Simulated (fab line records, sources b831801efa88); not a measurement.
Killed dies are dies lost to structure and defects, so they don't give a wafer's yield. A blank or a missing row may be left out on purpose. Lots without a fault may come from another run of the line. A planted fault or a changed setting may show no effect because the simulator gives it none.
fab line records | flow sky130
record lots=24 wafers=72 last_day=50
route steps=708 shown CONTACT@424 METAL1@434 METAL2@499
lots that met no fault: from a run of the same line without faults
start_h: hours from the record's first day to the start of the lot's first wafer shown | wait_h: hours since the lot's step before | " the same as in the row above | L1.1+2: a row that stands for several wafers | - no value, or no start given | * or withheld: withheld | < > ~ a bound
route shown NAME@n: a module of which the file shows steps, and the number in the route of the first | usual: mean/standard deviation of fault-free wafers | same: alike in all rows | chamber/n: place in a boat | sites: the reading at each site | _std_site: their standard deviation | _edge_site: outer sites' mean less inner sites' | radius_mm: how far each site lies from the wafer's centre | mask NAME#n: copy n | behind: the tool/chamber that last shaped the wafer | hold: why the lot was held/for how many hours/how that ended | device: the transistor (n, p or np) that didn't switch | end of line: the same wafers' tests at the end of the route | a step without rows: its recipe alone | killed: dies lost to structure and defects at the first sort, not the wafer's yield | map: a wafer's dies, x killed, . not, _ none there
set.NAME: the setting as run; set.NAME@STEP: as run at that earlier step | model.NAME: the simulator's own value behind a step, which no gauge read
steps of the route over a sample of lots; a table a step, a row a wafer
services: from which hour (start_h, from the record's first day; less than 0 if before it) a tool's chamber was out of use, for how many hours, and why
## steps
# step SKY_CONTACT_ETCH_18
# recipe target=Si3N4 chemistry=CHF3/O2 stop_on=TiN source_w=600 bias_w=200 pressure_mtorr=40 chf3_flow_sccm=50 O2_flow_sccm=5 time_s=39 target_depth_a=750
# usual bias_w=200.0/0.56 drypump_motor_current_A=5.7/0.48 oes_product_au=0.852/0.007 rf_fwd_power_W=593/3.1 throttle_valve_pct=8.791/0.0086
# columns lot.wafer tool chamber start_h wait_h bias_w drypump_motor_current_A oes_product_au rf_fwd_power_W rf_hours_counter_h throttle_valve_pct
L074.1 rie_diel-02 1 - - 199.1 5.4 0.842 597 4 8.783
L074.2 " 2 " " 200.0 5.0 0.856 588 17 8.787
L074.4 " 1 " " 200.2 5.4 0.844 595 - 8.781
L076.2 rie_diel-02 2 - - 200.6 5.0 0.850 588 17 8.794
L076.3 " 3 " " 199.2 6.1 0.850 591 10 8.799
L076.5 " 1 " " 199.9 5.4 0.856 598 - 8.801
L075.3 rie_diel-02 2 - - 200.2 5.0 0.849 588 17 8.783
L075.4 " 2 " " 200.7 5.0 0.853 590 - 8.795
L075.5 " 3 " " 200.4 6.1 0.838 593 - 8.777
L077.1 rie_diel-02 2 - - 199.2 5.0 0.835 590 18 8.778
L077.4 " 3 " " 199.8 6.1 0.863 591 10 8.786
L077.5 " 0 " " 199.1 5.2 0.853 593 - 8.781
L078.2 rie_diel-02 2 - - 200.3 5.0 0.860 589 18 8.790
L078.3 " 1 " " 199.7 5.4 0.856 594 5 8.789
L078.4 " 3 " " 200.1 6.1 0.858 591 10 8.793
L079.3 rie_diel-02 3 - - 200.2 6.0 0.837 590 10 8.796
L079.4 " 1 " " 201.0 5.4 0.856 594 6 8.790
L079.5 " 1 " " 200.8 5.4 0.852 596 - 8.802
L080.1 rie_diel-01 2 - - 200.4 5.6 0.859 591 11 8.795
L080.4 " 3 " " 200.2 6.3 0.861 592 11 8.786
L080.5 " 0 " " 199.7 5.4 0.861 596 - 8.798
L081.1 rie_diel-02 3 - - 199.9 6.1 0.853 589 11 8.783
L081.2 " 0 " " 200.1 5.2 0.844 593 1 8.777
L081.3 " 1 " " 199.5 5.4 0.838 596 6 8.807
L082.2 rie_diel-01 3 - - 199.7 6.3 0.847 592 12 8.795
L082.4 " 0 " " 200.7 5.4 0.849 594 8 8.803
L082.6 " 1 " " 200.7 6.5 0.853 594 - 8.785
L083.1 rie_diel-01 3 - - 200.1 6.3 0.852 596 12 8.781
L083.3 " 2 " " 199.8 5.6 0.846 592 11 8.806
L083.5 " 1 " " 199.6 6.5 0.863 594 - 8.792
L084.1 rie_diel-03 2 - - 200.5 5.3 0.856 589 7 8.790
L084.4 " 3 " " 200.3 5.7 0.851 592 16 8.787
L084.6 " 0 " " 199.6 5.9 0.862 592 - 8.788
L085.1 rie_diel-01 3 - - 200.2 6.3 0.849 594 12 8.789
L085.3 " 0 " " 199.8 5.4 0.843 593 8 8.787
L085.5 " 3 " " 199.8 6.3 0.853 594 - 8.801
L086.3 rie_diel-03 0 - - 199.7 5.9 0.837 590 20 8.777
L086.4 " 1 " " 200.0 5.7 0.850 595 19 8.780
L086.5 " 3 " " 201.0 5.6 0.861 594 - 8.786
L087.2 rie_diel-01 1 - - 199.6 6.5 0.852 596 9 8.779
L087.3 " 3 " " 201.1 6.2 0.845 591 13 8.770
L087.5 " 2 " " 200.0 5.6 0.852 592 - 8.786
L088.1 rie_diel-03 1 - - 200.3 5.7 0.858 595 19 8.793
L088.4 " 3 " " 199.4 5.6 0.869 595 17 8.789
L088.6 " 3 " " 199.4 5.7 0.855 596 - 8.783
L089.1 rie_diel-01 2 - - 199.8 5.6 0.843 591 13 8.808
L089.3 " 1 " " 200.6 6.5 0.858 594 9 8.799
L089.6 " 3 " " 200.4 6.3 0.856 595 - 8.785
L090.2 rie_diel-02 0 - - 200.6 5.2 0.841 593 3 8.784
L090.4 " 1 " " 200.3 5.4 0.853 598 8 8.784
L090.5 " 2 " " 200.0 5.0 0.852 592 - 8.782
L091.1 rie_diel-02 2 - - 200.4 5.0 0.862 588 20 8.797
L091.2 " 1 " " 200.0 5.4 0.850 596 8 8.797
L091.4 " 3 " " 199.3 6.1 0.852 589 13 8.784
L092.1 rie_diel-01 1 - - 200.6 6.5 0.853 595 10 8.786
L092.2 " 2 " " 200.4 5.6 0.850 590 13 8.787
L092.3 " 3 " " 200.9 6.3 0.850 592 14 8.793
L093.2 rie_diel-01 1 - - 198.7 6.5 0.845 595 10 8.789
L093.3 " 0 " " 200.4 5.4 0.857 596 10 8.789
L093.4 " 2 " " 201.3 5.6 0.854 590 13 8.796
L094.2 rie_diel-01 0 - - 201.0 5.4 0.849 598 10 8.791
L094.5 " 2 " " 200.5 5.6 0.860 590 - 8.809
L094.6 " 3 " " 199.2 6.3 0.854 593 - 8.792
L095.1 rie_diel-02 3 - - 200.6 6.1 0.858 592 14 8.814
L095.3 " 1 " " 200.1 5.4 0.855 597 9 8.776
L095.4 " 1 " " 200.0 5.4 0.858 596 - 8.804
L096.4 rie_diel-01 3 - - 199.8 6.3 0.853 594 15 8.785
L096.5 " 2 " " 200.0 5.6 0.851 594 - 8.796
L096.6 " 1 " " 200.8 6.5 0.858 595 - 8.802
L097.1 rie_diel-02 0 - - 199.6 5.2 0.847 594 5 8.805
L097.3 " 1 " " 199.9 5.4 0.855 599 10 8.786
L097.4 " 3 " " 199.9 6.0 0.863 586 - 8.797
# step SKY_CONTACT_THK_MEAS_26
# recipe thk_meas_gauge=xrf reads=W_of_CONTACT_CVD_24
# usual CONTACT_W_THK=338/5.4
# columns lot.wafer tool chamber start_h wait_h CONTACT_W_THK[nm]
L074.1 film_metro-02 - 755.91 0.1 332
L074.2 " - " " 336
L074.4 " - " " 330
L076.2 film_metro-04 - 763.87 0.1 341
L076.3 " - " " 335
L076.5 " - " " 335
L075.3 film_metro-03 - 764.67 0.1 338
L075.4 " - " " 337
L075.5 " - " " 341
L077.1 film_metro-03 - 776.42 0.1 334
L077.4 " - " " 344
L077.5 " - " " 337
L078.2 film_metro-04 - 781.31 0.1 347
L078.3 " - " " 345
L078.4 " - " " 339
L079.3 film_metro-04 - 786.71 0.1 338
L079.4 " - " " 342
L079.5 " - " " 334
L080.1 film_metro-02 - 792.03 0.1 334
L080.4 " - " " 339
L080.5 " - " " 341
L081.1 film_metro-02 - 798.78 0.1 327
L081.2 " - " " 332
L081.3 " - " " 332
L082.2 film_metro-03 - 810.23 0.1 347
L082.4 " - " " 341
L082.6 " - " " 353
L083.1 film_metro-04 - 813.88 0.1 340
L083.3 " - " " 341
L083.5 " - " " 340
L084.1 film_metro-04 - 822.16 0.1 341
L084.4 " - " " 343
L084.6 " - " " 343
L085.1 film_metro-02 - 830.46 0.1 334
L085.3 " - " " 334
L085.5 " - " " 335
L086.3 film_metro-04 - 835.68 0.1 336
L086.4 " - " " 350
L086.5 " - " " 347
L087.2 film_metro-02 - 849.23 0.1 335
L087.3 " - " " 337
L087.5 " - " " 334
L088.1 film_metro-03 - 850.27 0.1 338
L088.4 " - " " 339
L088.6 " - " " 337
L089.1 film_metro-04 - 858.88 0.1 346
L089.3 " - " " 343
L089.6 " - " " 347
L090.2 film_metro-02 - 860.24 0.1 333
L090.4 " - " " 332
L090.5 " - " " 331
L091.1 film_metro-04 - 865.00 0.1 343
L091.2 " - " " 342
L091.4 " - " " 341
L092.1 film_metro-03 - 871.80 0.1 342
L092.2 " - " " 336
L092.3 " - " " 336
L093.2 film_metro-04 - 884.25 0.1 338
L093.3 " - " " 344
L093.4 " - " " 346
L094.2 film_metro-02 - 888.26 0.1 333
L094.5 " - " " 330
L094.6 " - " " 338
L095.1 film_metro-04 - 897.05 0.1 343
L095.3 " - " " 336
L095.4 " - " " 341
L096.4 film_metro-04 - 905.56 0.1 345
L096.5 " - " " 339
L096.6 " - " " 340
L097.1 film_metro-04 - 913.15 0.1 330
L097.3 " - " " 333
L097.4 " - " " 333
# step SKY_METAL1_SPUTTER_00
# recipe material=Ti target_thk_nm=15 power_w=3000 time_s=10 chamber_pressure_pa=0.4
# usual throttle_valve_pct=30.4/1.4
# columns lot.wafer tool chamber start_h wait_h throttle_valve_pct
L074.1 pvd_sputter-02 - 756.27 0.1 29.1
L074.2 " - " " 31.3
L074.4 " - " " 32.0
L076.2 pvd_sputter-03 - 764.22 0.1 29.0
L076.3 " - " " 31.4
L076.5 " - " " 33.2
L075.3 pvd_sputter-02 - 765.01 0.2 30.1
L075.4 " - " " 32.1
L075.5 " - " " 30.0
L077.1 pvd_sputter-03 - 776.78 0.1 31.5
L077.4 " - " " 29.3
L077.5 " - " " 29.4
L078.2 pvd_sputter-04 - 781.66 0.2 29.7
L078.3 " - " " 31.8
L078.4 " - " " 28.3
L079.3 pvd_sputter-03 - 787.05 0.1 31.3
L079.4 " - " " 33.2
L079.5 " - " " 33.2
L080.1 pvd_sputter-04 - 792.52 0.1 31.8
L080.4 " - " " 28.4
L080.5 " - " " 29.9
L081.1 pvd_sputter-03 - 799.14 0.1 31.4
L081.2 " - " " 29.7
L081.3 " - " " 32.9
L082.2 pvd_sputter-02 - 810.58 0.2 31.3
L082.4 " - " " 30.4
L082.6 " - " " 29.3
L083.1 pvd_sputter-03 - 814.24 0.1 33.0
L083.3 " - " " 31.4
L083.5 " - " " 31.2
L084.1 pvd_sputter-04 - 822.52 0.2 28.4
L084.4 " - " " 29.6
L084.6 " - " " 28.3
L085.1 pvd_sputter-03 - 830.82 0.2 29.7
L085.3 " - " " 29.1
L085.5 " - " " 31.3
L086.3 pvd_sputter-04 - 836.02 0.1 28.4
L086.4 " - " " 32.2
L086.5 " - " " 28.1
L087.2 pvd_sputter-02 - 849.58 0.2 31.4
L087.3 " - " " 29.0
L087.5 " - " " 30.4
L088.1 pvd_sputter-04 - 850.63 0.2 29.8
L088.4 " - " " 31.6
L088.6 " - " " 29.7
L089.1 pvd_sputter-02 - 859.24 0.2 31.2
L089.3 " - " " 30.1
L089.6 " - " " 29.3
L090.2 pvd_sputter-02 - 860.59 0.1 30.3
L090.4 " - " " 29.2
L090.5 " - " " 31.4
L091.1 pvd_sputter-04 - 865.36 0.2 29.7
L091.2 " - " " 29.8
L091.4 " - " " 28.4
L092.1 pvd_sputter-02 - 872.16 0.1 31.6
L092.2 " - " " 31.1
L092.3 " - " " 28.8
L093.2 pvd_sputter-04 - 884.60 0.2 28.2
L093.3 " - " " 29.4
L093.4 " - " " 29.7
L094.2 pvd_sputter-04 - 888.61 0.2 29.9
L094.5 " - " " 29.6
L094.6 " - " " 29.7
L095.1 pvd_sputter-04 - 897.41 0.2 28.4
L095.3 " - " " 29.4
L095.4 " - " " 31.9
L096.4 pvd_sputter-03 - 905.89 0.1 33.1
L096.5 " - " " 33.2
L096.6 " - " " 31.3
L097.1 pvd_sputter-04 - 913.75 0.1 29.6
L097.3 " - " " 29.8
L097.4 " - " " 28.4
# step SKY_METAL1_SPUTTER_01
# recipe material=TiN target_thk_nm=20 power_w=6500 time_s=16.7 chamber_pressure_pa=0.4
# usual throttle_valve_pct=30.4/1.4
# columns lot.wafer tool chamber start_h wait_h throttle_valve_pct
L074.1 pvd_sputter-02 - 756.29 0.0 29.0
L074.2 " - " " 31.4
L074.4 " - " " 31.7
L076.2 pvd_sputter-03 - 764.24 0.0 28.9
L076.3 " - " " 31.3
L076.5 " - " " 33.0
L075.3 pvd_sputter-02 - 765.04 0.0 30.3
L075.4 " - " " 32.1
L075.5 " - " " 30.6
L077.1 pvd_sputter-03 - 776.81 0.0 31.3
L077.4 " - " " 29.3
L077.5 " - " " 29.6
L078.2 pvd_sputter-04 - 781.68 0.0 29.7
L078.3 " - " " 31.8
L078.4 " - " " 28.2
L079.3 pvd_sputter-03 - 787.07 0.0 31.3
L079.4 " - " " 32.9
L079.5 " - " " 32.7
L080.1 pvd_sputter-04 - 792.55 0.0 31.8
L080.4 " - " " 28.2
L080.5 " - " " 29.9
L081.1 pvd_sputter-03 - 799.16 0.0 31.3
L081.2 " - " " 30.1
L081.3 " - " " 32.9
L082.2 pvd_sputter-02 - 810.61 0.0 31.3
L082.4 " - " " 30.3
L082.6 " - " " 29.1
L083.1 pvd_sputter-03 - 814.26 0.0 33.2
L083.3 " - " " 31.5
L083.5 " - " " 31.2
L084.1 pvd_sputter-04 - 822.54 0.0 28.2
L084.4 " - " " 29.8
L084.6 " - " " 28.4
L085.1 pvd_sputter-03 - 830.84 0.0 29.6
L085.3 " - " " 29.2
L085.5 " - " " 31.0
L086.3 pvd_sputter-04 - 836.04 0.0 28.4
L086.4 " - " " 31.9
L086.5 " - " " 28.3
L087.2 pvd_sputter-02 - 849.60 0.0 31.3
L087.3 " - " " 29.1
L087.5 " - " " 30.2
L088.1 pvd_sputter-04 - 850.65 0.0 29.7
L088.4 " - " " 31.7
L088.6 " - " " 29.4
L089.1 pvd_sputter-02 - 859.26 0.0 31.2
L089.3 " - " " 30.4
L089.6 " - " " 29.2
L090.2 pvd_sputter-02 - 860.62 0.0 30.6
L090.4 " - " " 28.9
L090.5 " - " " 31.4
L091.1 pvd_sputter-04 - 865.39 0.0 29.7
L091.2 " - " " 29.6
L091.4 " - " " 28.2
L092.1 pvd_sputter-02 - 872.19 0.0 31.7
L092.2 " - " " 31.3
L092.3 " - " " 28.9
L093.2 pvd_sputter-04 - 884.62 0.0 28.4
L093.3 " - " " 29.7
L093.4 " - " " 29.7
L094.2 pvd_sputter-04 - 888.63 0.0 30.0
L094.5 " - " " 29.7
L094.6 " - " " 29.8
L095.1 pvd_sputter-04 - 897.43 0.0 28.2
L095.3 " - " " 29.5
L095.4 " - " " 31.8
L096.4 pvd_sputter-03 - 905.91 0.0 33.2
L096.5 " - " " 33.1
L096.6 " - " " 31.4
L097.1 pvd_sputter-04 - 913.77 0.0 29.5
L097.3 " - " " 29.7
L097.4 " - " " 28.3
# step SKY_METAL1_STRIP_20
# recipe chemistry=O2/N2 power_w=1400 pressure_mtorr=1500 platen_temp_c=withheld o2_flow_sccm=3000 n2_flow_sccm=300 overash_fraction=0.5
# usual drypump_motor_current_A=5.6/0.36 oes_product_au=0.344/0.0047 strip_time_to_endpoint_s=2.709/0.028
# same overash_fraction=0.5
# columns lot.wafer tool chamber start_h wait_h drypump_motor_current_A oes_product_au rf_hours_counter_h strip_time_to_endpoint_s
L074.1 plasma_asher-04 1 783.56 0.1 5.7 0.348 4 2.712
L074.2 " 0 " " 5.3 0.353 4 2.755
L074.4 " 0 " " 5.3 0.340 - 2.751
L076.2 plasma_asher-04 1 791.61 0.1 5.6 0.341 4 2.679
L076.3 " 1 " " 5.6 0.344 - 2.716
L076.5 " 0 " " 5.3 0.342 - 2.704
L075.3 plasma_asher-01 1 793.12 0.1 5.7 0.350 - 2.736
L075.4 " 0 " " 5.8 0.333 - 2.676
L075.5 " 0 " " 5.7 0.344 - 2.698
L077.1 plasma_asher-02 0 804.83 0.1 6.4 0.343 38 2.738
L077.4 " 1 " " 5.2 0.343 - 2.695
L077.5 " 0 " " 6.4 0.342 - 2.674
L078.2 plasma_asher-04 1 808.21 0.1 5.7 0.350 6 2.710
L078.3 " 0 " " 5.3 0.342 - 2.733
L078.4 " 1 " " 5.6 0.353 - 2.686
L079.3 plasma_asher-04 1 814.09 0.1 5.6 0.342 - 2.705
L079.4 " 0 " " 5.3 0.338 - 2.682
L079.5 " 0 " " 5.3 0.337 - 2.667
L080.1 plasma_asher-04 0 818.94 0.1 5.3 0.346 7 2.779
L080.4 " 1 " " 5.6 0.349 - 2.760
L080.5 " 1 " " 5.7 0.348 - 2.742
L081.1 plasma_asher-02 0 826.09 0.1 6.4 0.342 40 2.708
L081.2 " 1 " " 5.2 0.341 40 2.694
L081.3 " 0 " " 6.4 0.341 - 2.689
L082.2 plasma_asher-04 0 837.59 0.1 5.3 0.345 9 2.707
L082.4 " 0 " " 5.3 0.335 - 2.694
L082.6 " 1 " " 5.7 0.350 - 2.690
L083.1 plasma_asher-02 1 841.16 0.1 5.2 0.349 42 2.662
L083.3 " 1 " " 5.2 0.345 - 2.695
L083.5 " 1 " " 5.3 0.341 - 2.687
L084.1 plasma_asher-02 1 849.52 0.1 5.2 0.347 43 2.705
L084.4 " 0 " " 6.4 0.337 - 2.729
L084.6 " 0 " " 6.4 0.354 - 2.708
L085.1 plasma_asher-02 0 857.54 0.1 6.4 0.349 44 2.720
L085.3 " 1 " " 5.2 0.342 - 2.686
L085.5 " 0 " " 6.4 0.343 - 2.711
L086.3 plasma_asher-04 1 862.60 0.1 5.6 0.339 - 2.687
L086.4 " 0 " " 5.3 0.345 - 2.705
L086.5 " 1 " " 5.6 0.341 - 2.666
L087.2 plasma_asher-04 0 875.06 0.1 5.3 0.345 13 2.768
L087.3 " 0 " " 5.3 0.346 - 2.720
L087.5 " 0 " " 5.3 0.338 - 2.712
L088.1 plasma_asher-04 1 876.82 0.1 5.7 0.343 13 2.720
L088.4 " 1 " " 5.7 0.349 - 2.721
L088.6 " 0 " " 5.3 0.347 - 2.734
L089.1 plasma_asher-01 1 885.29 0.1 5.7 0.343 78 2.683
L089.3 " 0 " " 5.8 0.336 - 2.701
L089.6 " 1 " " 5.7 0.346 - 2.717
L090.2 plasma_asher-01 1 886.54 0.1 5.7 0.341 78 2.697
L090.4 " 1 " " 5.7 0.344 - 2.709
L090.5 " 0 " " 5.8 0.337 - 2.707
L091.1 plasma_asher-04 1 891.86 0.1 5.7 0.349 15 2.697
L091.2 " 0 " " 5.3 0.349 15 2.677
L091.4 " 1 " " 5.6 0.340 - 2.669
L092.1 plasma_asher-02 0 897.24 0.1 6.4 0.353 47 2.775
L092.2 " 1 " " 5.2 0.346 47 2.724
L092.3 " 0 " " 6.4 0.334 - 2.722
L093.2 plasma_asher-04 1 909.57 0.1 5.6 0.344 16 2.762
L093.3 " 1 " " 5.6 0.345 - 2.753
L093.4 " 0 " " 5.3 0.345 - 2.763
L094.2 plasma_asher-01 1 914.21 0.1 5.7 0.346 81 2.700
L094.5 " 0 " " 5.8 0.330 - 2.692
L094.6 " 1 " " 5.7 0.342 - 2.694
L095.1 plasma_asher-01 1 922.11 0.1 5.7 0.353 82 2.684
L095.3 " 0 " " 5.8 0.343 - 2.688
L095.4 " 1 " " 5.7 0.352 - 2.737
L096.4 plasma_asher-04 1 931.59 0.1 5.6 0.346 - 2.701
L096.5 " 1 " " 5.6 0.350 - 2.658
L096.6 " 0 " " 5.3 0.350 - 2.689
L097.1 plasma_asher-02 1 939.06 0.1 5.2 0.337 51 2.677
L097.3 " 0 " " 6.4 0.349 - 2.660
L097.4 " 1 " " 5.2 0.344 - 2.686
# step SKY_METAL2_OVL_MEAS_16
# usual METAL2_OVL=4/5.5
# columns lot.wafer tool chamber start_h wait_h METAL2_OVL[nm]
L074.1 overlay-01 - 839.37 0.1 4
L074.2 " - " " 3
L074.4 " - " " 3
L076.2 overlay-02 - 847.78 0.1 6
L076.3 " - " " -5
L076.5 " - " " -2
L075.3 overlay-02 - 848.66 0.1 7
L075.4 " - " " 9
L075.5 " - " " 0
L077.1 overlay-02 - 860.52 0.1 -5
L077.4 " - " " -9
L077.5 " - " " -11
L078.2 overlay-02 - 863.34 0.1 -1
L078.3 " - " " 10
L078.4 " - " " 3
L079.3 overlay-01 - 870.03 0.1 12
L079.4 " - " " 18
L079.5 " - " " 9
L080.1 overlay-01 - 874.18 0.1 -2
L080.4 " - " " 1
L080.5 " - " " 5
L081.1 overlay-02 - 881.30 0.1 5
L081.2 " - " " 4
L081.3 " - " " 4
L082.2 overlay-01 - 892.76 0.1 0
L082.4 " - " " -3
L082.6 " - " " 0
L083.1 overlay-02 - 895.22 0.1 8
L083.3 " - " " 9
L083.5 " - " " 4
L084.1 overlay-01 - 903.43 0.1 7
L084.4 " - " " 5
L084.6 " - " " 3
L085.1 overlay-01 - 909.97 0.1 -5
L085.3 " - " " 1
L085.5 " - " " 2
L086.3 overlay-02 - 916.48 0.1 7
L086.4 " - " " 7
L086.5 " - " " 1
L087.2 overlay-01 - 927.36 0.1 0
L087.3 " - " " 7
L087.5 " - " " 10
L088.1 overlay-02 - 929.95 0.1 7
L088.4 " - " " 10
L088.6 " - " " 8
L089.1 overlay-01 - 937.54 0.1 8
L089.3 " - " " 13
L089.6 " - " " 6
L090.2 overlay-01 - 939.19 0.1 17
L090.4 " - " " 14
L090.5 " - " " 18
L091.1 overlay-01 - 943.95 0.1 -3
L091.2 " - " " 0
L091.4 " - " " 9
L092.1 overlay-02 - 949.52 0.1 7
L092.2 " - " " -1
L092.3 " - " " -2
L093.2 overlay-02 - 960.14 0.1 3
L093.3 " - " " 7
L093.4 " - " " 6
L094.2 overlay-02 - 966.19 0.1 10
L094.5 " - " " 4
L094.6 " - " " 3
L095.1 overlay-01 - 973.62 0.1 6
L095.3 " - " " 2
L095.4 " - " " 0
L096.4 overlay-01 - 982.04 0.1 1
L096.5 " - " " 5
L096.6 " - " " 4
L097.1 overlay-01 - 988.97 0.1 3
L097.3 " - " " -7
L097.4 " - " " 3
## services
# columns tool chamber start_h hours kind
plasma_asher-04 - 733.75 9.0 pm
plasma_asher-04 0 733.75 9.0 vent_cycle
rie_diel-01 1 751.32 9.9 repair
rie_diel-02 3 767.68 2.5 repair
rie_diel-01 - 773.80 15.6 pm
pvd_sputter-04 0 776.16 - consumable_replace:kit
pvd_sputter-04 0 776.16 18.0 scheduled_down
pvd_sputter-04 0 776.16 18.0 vent_cycle
plasma_asher-02 - 797.45 2.8 pm
rie_diel-02 2 797.75 6.3 repair
rie_diel-03 1 804.83 4.7 repair
rie_diel-02 3 853.96 3.7 repair
rie_diel-02 - 877.33 1.0 repair
pvd_sputter-03 - 882.81 15.7 repair
rie_diel-03 0 883.27 5.4 repair
plasma_asher-02 - 883.86 8.6 repair
plasma_asher-02 - 884.26 3.9 repair
pvd_sputter-03 - 884.85 2.9 repair
rie_diel-02 2 895.90 59.0 repair
pvd_sputter-03 3 919.62 - consumable_replace:kit
pvd_sputter-03 3 919.62 18.0 scheduled_down
pvd_sputter-03 3 919.62 18.0 vent_cycle
plasma_asher-01 - 924.18 2.8 pm
rie_diel-02 1 937.71 7.3 repair
## key
fault none
